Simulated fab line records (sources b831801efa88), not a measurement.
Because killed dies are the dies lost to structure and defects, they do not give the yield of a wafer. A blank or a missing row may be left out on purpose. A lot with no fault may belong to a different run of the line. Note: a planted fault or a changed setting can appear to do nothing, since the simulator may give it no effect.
Which of the tools did it? :: flow gf180mcu :: Sampling: 6 lots, 18 wafers, 2 of 602 route steps

## WHAT EACH GAUGE READ, for each wafer
GF_HV_LDD_OVL_MEAS_20.
lot: L212
measured: day 11 00:44
on: overlay-01
HV_LDD_01_OVL (nm): 3.2 1.2 0.6

lot: L214
measured: day 11 20:22
on: overlay-02
HV_LDD_01_OVL (nm): -0.5 -0.3 -0.7

lot: L221
measured: day 14 02:02
on: overlay-01
HV_LDD_01_OVL (nm): 0.1 -0.2 0.7

lot: L223
measured: day 14 14:13
on: overlay-02
HV_LDD_01_OVL (nm): -106.2 -105.6 -107.4

lot: L230
measured: day 16 17:35
on: overlay-02
HV_LDD_01_OVL (nm): 0.3 2.7 2.7

lot: L234
measured: day 17 22:52
on: overlay-02
HV_LDD_01_OVL (nm): 0.6 -0.2 -0.3

## WHAT TOOL EACH LOT RAN ON (gives the tool, then ch and the chambers of the sampled wafers, and finally the start)
lot: L212
GF_HV_LDD_EXPOSE_16: ilineStepper-01 ch 0, day 10 15:51

lot: L214
GF_HV_LDD_EXPOSE_16: ilineStepper-02 ch 0, day 11 10:46

lot: L221
GF_HV_LDD_EXPOSE_16: ilineStepper-01 ch 0, day 13 15:56

lot: L223
GF_HV_LDD_EXPOSE_16: ilineStepper-02 ch 0, day 14 04:02

lot: L230
GF_HV_LDD_EXPOSE_16: ilineStepper-01 ch 0, day 16 06:53

lot: L234
GF_HV_LDD_EXPOSE_16: ilineStepper-01 ch 0, day 17 10:52
- GF_HV_LDD_EXPOSE_16: exposes mask Pplus LV AREA, target cd 400 nm.

## THE ANSWER, worked out from the rows above alone
Rule: the lots themselves supply what counts as usual. The widest of any qualifying gaps counts: lots, ordered by their means at a reading, are off when they make up no more than a third of the lots, leave a main group of 4 or more, and stand apart from it by 3 or more times the standard deviation of that group's means. If all means in a main group match to the digits the tables above print for the reading, that group is not used. Also off: a lot with no number at a reading for which 4 or more lots have one. Where the step has rows for the other lots, those lots are counted as sound.
Off: at GF_HV_LDD_OVL_MEAS_20 (HV_LDD_01_OVL), L223. For the main group the mean is 0.7 nm and the standard deviation 0.95.
A tool fits if, at a process step before that reading, it ran every lot that is off, and no sound lot after the first of them. Gauges at GF_HV_LDD_OVL_MEAS_20: tried the same way as those tools. One fits: ilineStepper-02 at GF_HV_LDD_EXPOSE_16. A fault onset in the window from L214 (day 11 10:46, its last sound lot) to L223 (day 14 04:02, its first lot off) fits.

## WHAT THE SIMULATOR PUT IN
Scanner matching overlay: ilineStepper-02, from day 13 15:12 on, at GF_HV_LDD_EXPOSE_16. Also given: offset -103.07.
Lots struck among those shown: L223. Same finding as the rule above.
